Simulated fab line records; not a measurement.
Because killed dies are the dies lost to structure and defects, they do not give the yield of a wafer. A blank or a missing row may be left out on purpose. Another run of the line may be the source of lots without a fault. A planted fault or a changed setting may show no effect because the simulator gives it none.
fab line records | flow sky130
record lots=7 wafers=21 last-day=49
route steps=708 shown LDD_N@238 PAD_OPEN@708
lots that met no fault: taken from a fault-free run of the same line
start-h: start of the lot's first displayed wafer, in hours after the record's first day | wait-h: hours from the lot's prior step to this one | " same as the row above | L1.1+2: one row covering several wafers at once | - value missing, or start not given | * or withheld: withheld | < > ~ a bound
route shown NAME@n: names a module that has steps shown in the file, with the first one's number in the route | usual: mean/standard deviation taken from wafers without a fault | same: alike in all rows | chamber/n: place in a boat | sites: per-site readings | _std_site: standard deviation of those values | _edge_site: inner sites' mean taken away from outer sites' mean | radius-mm: how far each site lies from the wafer's centre | mask NAME#n: copy n | behind: the tool/chamber that last shaped the wafer | hold: why the lot was held/for how many hours/how that ended | device: transistor that didn't switch, given as n, p or np | end of line: tests run on the same wafers once the route is complete | where a step has no rows: the recipe by itself | killed: the dies lost at the first sort to structure and to defects; this is not the yield of the wafer | map: a wafer's dies, x killed, . not, _ none there
set.NAME: setting as actually run; set.NAME@STEP: the setting as run at that earlier step | model.NAME: the simulator's own value behind a step, which no gauge read
certain route steps with their lots: each step a table, each wafer a row
services: the hour from which a tool's chamber was out of use, counted from the record's first day as start-h (under 0 if before that day), plus the number of hours and why
## steps
# step SKY_LDD_N_HMDS_01
# recipe prime-time-s=60 prime-temp-c=120
# step SKY_LDD_N_COAT_02
# recipe resist=NOVOLAK spin-rpm=3000 resist-thk-nm=300
# step SKY_LDD_N_SOFTBAKE_03
# recipe temp-c=90 time-s=60 resist=NOVOLAK
# step SKY_LDD_N_EXPOSE_04
# recipe mask-id=NTM target-cd-nm=840 na=0.6 source-shape=conventional sigma-outer=0.6 dose-mj=110
# step SKY_LDD_N_PEB_05
# recipe temp-c=withheld time-s=* resist=NOVOLAK
# step SKY_LDD_N_DEVELOP_06
# recipe develop-time-s=60 dev-temp-c=23
# step SKY_LDD_N_OVL_MEAS_07
# usual LDD_N_OVL=1.5/1.6
# columns lot.wafer tool chamber start-h wait-h LDD_N_OVL[nm]
L591.2 overlay-02 - 433.29 0.1 2.8
L591.3 " - " " 3.2
L591.4 " - " " 2.2
L590.2 overlay-02 - 438.74 0.1 0.3
L590.3 " - " " 1.8
L590.6 " - " " 1.3
L592.1 overlay-01 - 453.44 0.1 3.5
L592.5 " - " " 4.2
L592.6 " - " " 3.2
L593.4 overlay-02 - 455.50 0.1 3.7
L593.5 " - " " 2.4
L593.6 " - " " 2.0
L595.3 overlay-01 - 471.45 0.1 1.6
L595.4 " - " " 1.6
L595.6 " - " " 1.6
L598.1 overlay-01 - 503.39 0.1 0.3
L598.2 " - " " 0.0
L598.3 " - " " 0.9
L605.2 overlay-02 - 576.90 0.1 2.6
L605.4 " - " " 1.1
L605.5 " - " " 2.6
# step SKY_LDD_N_IMPLANT_08
# recipe species=As energy-kev=20 dose-cm2=7.5e+13 tilt-deg=withheld rotation-deg=23
# step SKY_LDD_N_IMPLANT_09
# recipe species=As energy-kev=20 dose-cm2=7.5e+13 tilt-deg=withheld rotation-deg=113
# step SKY_LDD_N_IMPLANT_10
# recipe species=As energy-kev=20 dose-cm2=7.5e+13 tilt-deg=withheld rotation-deg=203
# step SKY_LDD_N_IMPLANT_11
# recipe species=As energy-kev=20 dose-cm2=7.5e+13 tilt-deg=withheld rotation-deg=293
# step SKY_LDD_N_IMPLANT_12
# recipe species=BF2 energy-kev=50 dose-cm2=5e+12 tilt-deg=30 rotation-deg=0
# step SKY_LDD_N_IMPLANT_13
# recipe species=BF2 energy-kev=50 dose-cm2=5e+12 tilt-deg=30 rotation-deg=90
# usual faraday-current-uA=28.2/0.51
# columns lot.wafer tool chamber start-h wait-h faraday-current-uA
L591.2 implanter-02 0 434.10 0.1 28.7
L591.3 " 0 " " 28.4
L591.4 " 0 " " 27.1
L590.2 implanter-03 0 439.55 0.1 27.2
L590.3 " 0 " " 28.0
L590.6 " 0 " " 28.8
L592.1 implanter-02 0 454.22 0.1 28.5
L592.5 " 0 " " 28.7
L592.6 " 0 " " 28.1
L593.4 implanter-04 0 456.35 0.1 28.4
L593.5 " 0 " " 27.8
L593.6 " 0 " " 29.5
L595.3 implanter-03 0 472.27 0.1 27.6
L595.4 " 0 " " 28.8
L595.6 " 0 " " 27.8
L595.3 implanter-03 0 472.59 0.3 27.8
L595.4 " 0 " " 28.0
L595.6 " 0 " " 29.1
L598.1 implanter-04 0 504.17 0.1 28.5
L598.2 " 0 " " 28.1
L598.3 " 0 " " 28.6
L598.1 implanter-04 0 504.49 0.3 29.2
L598.2 " 0 " " 28.9
L598.3 " 0 " " 28.5
L605.2 implanter-04 0 577.70 0.1 27.8
L605.4 " 0 " " 27.9
L605.5 " 0 " " 27.4
L605.2 implanter-04 0 578.02 0.3 28.2
L605.4 " 0 " " 27.3
L605.5 " 0 " " 28.5
# step SKY_LDD_N_IMPLANT_14
# recipe species=BF2 energy-kev=50 dose-cm2=5e+12 tilt-deg=30 rotation-deg=180
# step SKY_PAD_OPEN_PROBE_99
# usual killed_at_M0_to_M3=44/6.5 killed_at_M4_up=3.3/1.9 killed-at-contacts=23/4.7 killed-at-front-end=15/4.5 killed-at-other=0.2/0.52 killed-dies=86/8.9 killed-open=47/6.8 killed-short=39/6.1
# same gross-dies=492 killed-at-back-side=0
# columns lot.wafer tool chamber start-h wait-h killed_at_M0_to_M3 killed_at_M4_up killed-at-contacts killed-at-front-end killed-at-other killed-dies killed-open killed-short model.etest.nfet_01v8_turned.drive-ua-um model.etest.nfet_01v8_lvt.drive-ua-um model.etest.nfet_01v8.drive-ua-um model.etest.tip-n.rs-ohm-sq model.etest.nfet_01v8_turned.vt-v model.etest.nfet_01v8_lvt.vt-sat-v model.etest.nfet_01v8_swapped.vt-sat-v model.etest.sram-nfet-pass.vt-sat-v
L591.2 prober-02 - 1090.56 0.1 37 4 21 14 0 76 50 26 515 591.3 513.9 444.9 0.6939 0.5192 0.6406 0.5473
L591.3 prober-02 - 1090.61 0.2 44 4 26 9 0 83 49 34 505 579.2 505.8 440.7 0.6951 0.5295 0.6463 0.5649
L591.4 prober-02 - 1090.66 0.2 41 6 20 17 0 84 43 41 503.8 566.4 502 440.9 0.6959 0.538 0.6504 0.5708
L590.2 prober-01 - 1097.21 0.1 37 2 30 20 0 89 52 37 502.1 574.9 501.1 442.4 0.7002 0.5364 0.6539 0.5463
L590.3 prober-01 - 1097.26 0.2 46 1 21 25 0 93 54 39 491.9 562.1 490 440.2 0.6999 0.5494 0.662 0.5635
L590.6 prober-01 - 1097.41 0.2 41 7 24 17 0 89 48 41 494.6 564.9 492 444.3 0.7052 0.5362 0.6563 0.55
L593.4 prober-02 - 1106.71 0.2 51 10 15 24 0 100 51 49 504.7 576.5 504.4 438.7 0.6976 0.538 0.6461 0.5398
L593.5 prober-02 - 1106.76 0.2 42 2 16 16 0 76 39 37 513.3 587.4 515.9 440.1 0.6909 0.5257 0.6378 0.5534
L593.6 prober-02 - 1106.81 0.2 50 1 27 15 0 93 53 40 498.7 576.5 500.7 442.7 0.697 0.5346 0.6465 0.5625
L592.1 prober-01 - 1106.91 0.1 50 3 25 20 1 99 58 41 505.6 579.4 507 441.2 0.6997 0.5273 0.6461 0.5728
L592.5 prober-01 - 1107.11 0.2 53 2 19 14 0 88 43 45 492.1 559.6 490.6 445.4 0.7128 0.5463 0.665 0.5805
L592.6 prober-01 - 1107.16 0.2 45 2 30 18 1 96 51 45 491.1 561.6 489.7 443.4 0.7082 0.5448 0.6655 0.5801
L595.3 prober-01 - 1114.66 0.2 42 3 22 9 0 76 42 34 451 530.2 468.5 462.5 0.7434 0.5839 0.6886 0.5998
L595.4 prober-01 - 1114.71 0.2 42 3 16 9 1 71 39 32 471.1 544.8 481.9 456.8 0.7385 0.572 0.679 0.6215
L595.6 prober-01 - 1114.81 0.2 39 3 20 18 0 80 53 27 473.3 547.1 483.9 461.6 0.7407 0.5743 0.6826 0.5963
L598.1 prober-02 - 1136.31 0.1 40 2 20 16 0 78 42 36 477.9 552.1 482.4 443.8 0.7319 0.571 0.6741 0.5867
L598.2 prober-02 - 1136.36 0.1 45 4 20 15 2 86 47 39 496.1 572.9 505 449.9 0.7223 0.5531 0.6546 0.555
L598.3 prober-02 - 1136.41 0.2 34 3 30 22 0 89 53 36 477.7 552.3 490.4 443.8 0.7259 0.5685 0.6659 0.6023
L605.2 prober-01 - 1180.72 0.2 39 6 26 13 1 85 44 41 487.6 566 491.9 448.3 0.728 0.5583 0.6629 0.5893
L605.4 prober-01 - 1180.82 0.3 52 1 29 21 0 103 62 41 477 551.8 483.1 448.3 0.7347 0.5676 0.6725 0.6105
L605.5 prober-01 - 1180.87 0.3 31 3 28 9 0 71 44 27 484.7 558.5 489.4 449.8 0.7257 0.5613 0.6686 0.5763
# killed by level:class
L591.2 VIA2:geometric-particle:open=12 CONTACT:geometric-particle:open=8 VIA1:geometric-particle:open=6 POLY_GATE:geometric-particle:short=5 LI_CONTACT:geometric-particle:open=5 METAL2:geometric-particle:short=4 POLY_GATE:geometric-particle:open=4 VIA3:geometric-particle:open=4
L591.3 CONTACT:geometric-particle:open=11 VIA3:geometric-particle:open=9 VIA1:geometric-particle:open=7 LI_CONTACT:geometric-particle:open=6 METAL1:geometric-particle:short=6 POLY_GATE:geometric-particle:short=5 VIA2:geometric-particle:open=5 CONTACT:geometric-particle:short=4
L591.4 VIA1:geometric-particle:open=12 CONTACT:geometric-particle:open=10 METAL4:geometric-particle:short=6 POLY_GATE:geometric-particle:short=5 CONTACT:geometric-particle:short=5 VIA1:geometric-particle:short=5 VIA2:geometric-particle:open=5 FIELD_ISO:geometric-particle:open=4
L590.2 CONTACT:geometric-particle:open=18 VIA1:geometric-particle:open=8 METAL1:geometric-particle:short=5 METAL2:geometric-particle:short=5 POLY_GATE:geometric-particle:open=4 SPACER:geometric-particle:open=4 LI_CONTACT:geometric-particle:open=4 LI_CONTACT:geometric-particle:short=4
L590.3 FIELD_ISO:geometric-particle:short=10 VIA1:geometric-particle:open=10 CONTACT:geometric-particle:open=10 VIA2:geometric-particle:open=8 METAL1:geometric-particle:short=8 FIELD_ISO:geometric-particle:open=7 METAL2:geometric-particle:short=5 LI_CONTACT:geometric-particle:open=5
L590.6 VIA1:geometric-particle:open=10 LI_CONTACT:geometric-particle:open=8 CONTACT:geometric-particle:open=7 METAL4:geometric-particle:short=7 FIELD_ISO:geometric-particle:short=6 VIA3:geometric-particle:open=6 FIELD_ISO:geometric-particle:open=5 VIA2:geometric-particle:open=5
L593.4 VIA1:geometric-particle:open=11 VIA3:geometric-particle:open=10 METAL4:geometric-particle:short=8 FIELD_ISO:geometric-particle:open=8 METAL2:geometric-particle:short=8 CONTACT:geometric-particle:short=6 VIA1:geometric-particle:short=6 POLY_GATE:geometric-particle:open=5
L593.5 VIA1:geometric-particle:open=14 VIA3:geometric-particle:open=7 FIELD_ISO:geometric-particle:short=6 CONTACT:geometric-particle:open=6 METAL2:geometric-particle:short=5 LOCAL_INTERCONNECT:geometric-particle:short=5 CONTACT:geometric-particle:short=5 VIA2:geometric-particle:open=5
L593.6 CONTACT:geometric-particle:open=13 VIA1:geometric-particle:open=10 VIA1:geometric-particle:short=9 CONTACT:geometric-particle:short=6 VIA3:geometric-particle:open=6 METAL2:geometric-particle:short=6 POLY_GATE:geometric-particle:short=5 FIELD_ISO:geometric-particle:open=4
L592.1 CONTACT:geometric-particle:open=13 VIA1:geometric-particle:open=13 FIELD_ISO:geometric-particle:open=7 METAL2:geometric-particle:short=7 VIA3:geometric-particle:open=7 FIELD_ISO:geometric-particle:short=5 LI_CONTACT:geometric-particle:open=5 VIA2:geometric-particle:open=5
L592.5 VIA1:geometric-particle:open=11 CONTACT:geometric-particle:open=8 METAL1:geometric-particle:short=7 VIA2:geometric-particle:open=7 VIA3:geometric-particle:open=6 VIA3:geometric-particle:short=5 FIELD_ISO:geometric-particle:short=4 VIA2:geometric-particle:short=4
L592.6 CONTACT:geometric-particle:open=11 VIA1:geometric-particle:open=10 CONTACT:geometric-particle:short=7 VIA3:geometric-particle:open=7 METAL2:geometric-particle:short=6 FIELD_ISO:geometric-particle:short=5 LI_CONTACT:geometric-particle:open=5 POLY_GATE:geometric-particle:short=4
L595.3 VIA1:geometric-particle:open=10 VIA3:geometric-particle:open=8 CONTACT:geometric-particle:open=7 VIA3:geometric-particle:short=7 LOCAL_INTERCONNECT:geometric-particle:short=5 LI_CONTACT:geometric-particle:open=4 METAL1:geometric-particle:short=4 VIA2:geometric-particle:open=4
L595.4 VIA3:geometric-particle:open=10 CONTACT:geometric-particle:open=7 METAL2:geometric-particle:short=7 VIA2:geometric-particle:open=7 LOCAL_INTERCONNECT:geometric-particle:short=4 FIELD_ISO:geometric-particle:short=3 LI_CONTACT:geometric-particle:open=3 METAL1:geometric-particle:short=3
L595.6 VIA2:geometric-particle:open=9 VIA1:geometric-particle:open=8 POLY_GATE:geometric-particle:short=7 LI_CONTACT:geometric-particle:open=7 VIA3:geometric-particle:open=7 FIELD_ISO:geometric-particle:open=5 LOCAL_INTERCONNECT:geometric-particle:short=5 CONTACT:geometric-particle:open=5
L598.1 FIELD_ISO:geometric-particle:open=9 VIA1:geometric-particle:open=9 CONTACT:geometric-particle:open=6 METAL1:geometric-particle:short=6 LOCAL_INTERCONNECT:geometric-particle:short=5 VIA1:geometric-particle:short=5 LI_CONTACT:geometric-particle:open=4 VIA2:geometric-particle:open=4
L598.2 VIA1:geometric-particle:open=11 VIA3:geometric-particle:open=10 CONTACT:geometric-particle:short=6 CONTACT:geometric-particle:open=6 FIELD_ISO:geometric-particle:short=5 LI_CONTACT:geometric-particle:open=5 METAL1:geometric-particle:short=5 VIA2:geometric-particle:open=4
L598.3 VIA1:geometric-particle:open=12 LI_CONTACT:geometric-particle:open=11 CONTACT:geometric-particle:open=9 SPACER:geometric-particle:open=5 LOCAL_INTERCONNECT:geometric-particle:short=5 FIELD_ISO:geometric-particle:short=4 POLY_GATE:geometric-particle:short=4 POLY_GATE:geometric-particle:open=4
L605.2 VIA1:geometric-particle:open=10 CONTACT:geometric-particle:open=9 METAL1:geometric-particle:short=8 LI_CONTACT:geometric-particle:open=6 VIA2:geometric-particle:open=6 CONTACT:geometric-particle:short=5 LI_CONTACT:geometric-particle:short=4 VIA2:geometric-particle:short=4
L605.4 VIA1:geometric-particle:open=13 VIA3:geometric-particle:open=9 LI_CONTACT:geometric-particle:open=8 CONTACT:geometric-particle:open=8 VIA2:geometric-particle:open=8 CONTACT:geometric-particle:short=7 FIELD_ISO:geometric-particle:short=6 FIELD_ISO:geometric-particle:open=5
L605.5 VIA1:geometric-particle:open=13 CONTACT:geometric-particle:open=10 CONTACT:geometric-particle:short=9 LI_CONTACT:geometric-particle:open=6 VIA2:geometric-particle:open=5 METAL2:geometric-particle:short=4 VIA3:geometric-particle:open=4 METAL4:geometric-particle:short=3
## services
# columns tool chamber start-h hours kind
implanter-02 - 438.32 5.7 repair
implanter-04 - 524.04 15.6 pm
implanter-03 - 552.69 13.0 repair
## key
first-sign step=SKY_LDD_N_IMPLANT_13 reading=visit direction=added
effect none on later readings
model-effect step=SKY_PAD_OPEN_PROBE_99 value=etest.nfet_01v8_turned.drive-ua-um without=505.3 struck=477.4
met-at SKY_LDD_N_IMPLANT_13
struck-wafers L595.3,L595.4,L595.6,L598.1,L598.2,L598.3,L605.2,L605.4,L605.5
tester-left-out L595,L598,L605
fault kind=repeated-step-whole tool=implanter-02,implanter-03,implanter-04 chamber=- onset-h=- steps=SKY_LDD_N_IMPLANT_13 times=1 scope=struck-lots-only
# tester-left-out: of these lots the tester's yield and bins aren't shown, on N5 and GAA mostly nor the transistor test; their killed dies are dies lost to structure and defects alone, not to doping, threshold or leakage, so they don't give the yield
